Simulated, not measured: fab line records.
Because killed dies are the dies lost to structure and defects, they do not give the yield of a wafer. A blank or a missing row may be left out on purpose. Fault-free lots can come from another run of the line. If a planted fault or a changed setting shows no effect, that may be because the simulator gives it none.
A struck lot beside a sound one -- flow sky130 -- 16 out of 708 route steps
Sound: the wafers L225.3, L225.4, L225.5. Struck: wafers L233.1, L233.4 (left out: L233.2, a lot-mate that was not struck); the cause follows at the end.
Per side, at each step with rows, come the tool, then ch with its chambers, and then its first start. Under that, the readings that differ: sound wafers -- struck wafers -- difference of the means -- sigmas: that difference in standard deviations of wafers without a fault.
alike: readings with means less than 2 such deviations apart, plus words and numbers identical on both sides. not compared: withheld readings, readings lacking a value on some wafer, bounds such as >300 that could conceal the same value, and numbers that have no deviation in the record and whose values overlap.
The two part at a step that has a row with sigmas, a row that says differs or no value, or rows on one side only. Numbers that have no deviation but don't overlap get no sigmas and don't part them. Lack of a reading on every wafer of one side parts them only where that side has two or more wafers.

SKY_VIA3_CMP_02: polishes SiO2.
  sound on cmp-02 ch 0,2,3, day 41 04:16; struck on cmp-02 ch 0,3, day 44 06:05
  alike: head_pressure_psi, motor_current_A
SKY_VIA3_BOW_MEAS_03:
  sound: film_metro-03 at day 41 04:31; struck: film_metro-03 at day 44 06:23
  alike: VIA3_BOW
then, 8 steps without rows for these wafers: SKY_VIA3_DEHYDRATE_04 (time 60 s); SKY_VIA3_HMDS_05 (prime time 60 s); SKY_VIA3_COAT_06 (resist thk 60 nm); SKY_VIA3_COAT_07 (resist thk 450 nm); SKY_VIA3_SOFTBAKE_08 (time 90 s); SKY_VIA3_EXPOSE_09 (exposes mask VIM3, target cd 200 nm); SKY_VIA3_PEB_10; SKY_VIA3_DEVELOP_11 (develop time 60 s).
SKY_VIA3_CD_MEAS_12: the cd target is 200 nm.
  sound: cd_sem-01 at day 42 05:04; struck: cd_sem-02 at day 45 03:29
  alike: cd_nm
SKY_VIA3_OVL_MEAS_13:
  sound: overlay-01 at day 42 05:09; struck: overlay-02 at day 45 03:36
  alike: VIA3_OVL
SKY_VIA3_ETCH_14: etches BARC in N2/H2, stops on SiO2, time 45.9 s, target depth 60 nm.
  sound on rie_diel-03 ch 0,2,3, day 42 05:10; struck on rie_diel-01 ch 1,2, day 45 03:38
reading,sound,struck,difference,sigmas
oes_product_au (a.u.),0.851 0.856 0.842,0.987 1.005,+0.146,+35
run_length_s (s),73.5 75.3 73.5,65.9 65.9,-8.2,-16
model.KrF-thick_of_VIA3_COAT_07.thk_nm (nm),389.8 390.6 390.2,400.7 400.2,+10.2,
  alike: drypump_motor_current_A, throttle_valve_pct
  not compared: rf_hours_counter_h
SKY_VIA3_ETCH_15: etches SiO2 in C4F8/O2/Ar, stops on TiN, target depth 507 nm, time 78 s.
  sound on rie_diel-03 ch 0,2,3, day 42 05:13; struck on rie_diel-01 ch 1,2, day 45 03:41
reading,sound,struck,difference,sigmas
model.KrF-thick_of_VIA3_COAT_07.thk_nm (nm),289.4 292.5 291.9,301.1 297.6,+8.1,
  alike: oes_product_au, run_length_s
  not compared: rf_hours_counter_h
SKY_VIA3_STRIP_16: strips in O2/N2.
  sound on plasma_asher-02 ch 0,1, day 42 05:19; struck on plasma_asher-03 ch 0,1, day 45 03:44
reading,sound,struck,difference,sigmas
strip_time_to_endpoint_s (s),4.105 4.164 4.133,4.216 4.199,+0.073,+3
  alike: drypump_motor_current_A, oes_product_au
  not compared: rf_hours_counter_h
-- the record jumps here: 5 days lie between the struck wafers' starts before and after (it left off in module VIA3 and takes up again in module PAD_OPEN, whose first step shown is number 708 of the route) --
SKY_PAD_OPEN_PROBE_99:
  sound: prober-02 at day 47 22:15; struck: prober-01 at day 50 07:49
  alike: defect_limited_yield, killed_at_M0_to_M3, killed_at_M4_up, killed_at_contacts, killed_at_front_end, killed_at_other, killed_dies, killed_open, killed_short, sort_bin_3_pad_short, sort_bin_5_function, sort_bin_6_memory, sort_n_pass, sort_yield_pct

== WHERE THEY PART ==
Last at SKY_VIA3_STRIP_16 as far as this record goes, first at SKY_VIA3_ETCH_14. Later steps at which nothing parts them and some readings are alike: SKY_PAD_OPEN_PROBE_99.

WHY: whatever the simulator had introduced
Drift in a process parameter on rie_diel-01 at SKY_VIA3_ETCH_14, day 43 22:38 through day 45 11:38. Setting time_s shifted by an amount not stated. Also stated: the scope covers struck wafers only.
